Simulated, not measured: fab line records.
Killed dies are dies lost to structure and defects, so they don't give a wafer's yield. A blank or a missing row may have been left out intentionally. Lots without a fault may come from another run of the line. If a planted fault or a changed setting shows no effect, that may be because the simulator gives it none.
Which tool did it? || flow gf180mcu || 6 lots, 18 wafers sampled, at 1 step of a route of 602

WHAT THE GAUGES READ, wafer by wafer
GF_POLY_GATE_THK_MEAS_01.
{"lot": "L439", "measured": "day 9 13:08", "on": "film-metro-01", "POLY_GATE_CVD_00_THK (nm)": "199.9 202.5 199.9"}
{"lot": "L445", "measured": "day 11 05:08", "on": "film-metro-03", "POLY_GATE_CVD_00_THK (nm)": "201.2 202.8 200.1"}
{"lot": "L448", "measured": "day 12 01:17", "on": "film-metro-03", "POLY_GATE_CVD_00_THK (nm)": "200.2 199.7 198.8"}
{"lot": "L453", "measured": "day 13 09:07", "on": "film-metro-03", "POLY_GATE_CVD_00_THK (nm)": "199.3 199.1 199.8"}
{"lot": "L457", "measured": "day 14 12:50", "on": "film-metro-02", "POLY_GATE_CVD_00_THK (nm)": "199.1 199.2 200.1"}
{"lot": "L459", "measured": "day 15 06:16", "on": "film-metro-02", "POLY_GATE_CVD_00_THK (nm)": "201.3 198.6 200.6"}

EACH LOT AND THE TOOL THAT RAN IT (in order: tool; ch and the chambers of the sampled wafers; start)
Record: no process step prior to these readings.

THE ANSWER, worked out from the rows above alone
Rule: the usual values come from the lots themselves. The widest of any qualifying gaps counts: lots, ordered by their means at a reading, are off when they make up no more than a third of the lots, leave a main group of 4 or more, and stand apart from it by 3 or more times the standard deviation of that group's means. The tables above print the reading to a certain number of digits; a main group whose means all agree to those digits is not used. A lot without any number at a reading at which 4 lots or more have one is off too. Any other lot the step has rows for is counted as sound.
None of the lots is off at any reading shown; this tells nothing.

WHAT THE SIMULATOR HAD PUT IN
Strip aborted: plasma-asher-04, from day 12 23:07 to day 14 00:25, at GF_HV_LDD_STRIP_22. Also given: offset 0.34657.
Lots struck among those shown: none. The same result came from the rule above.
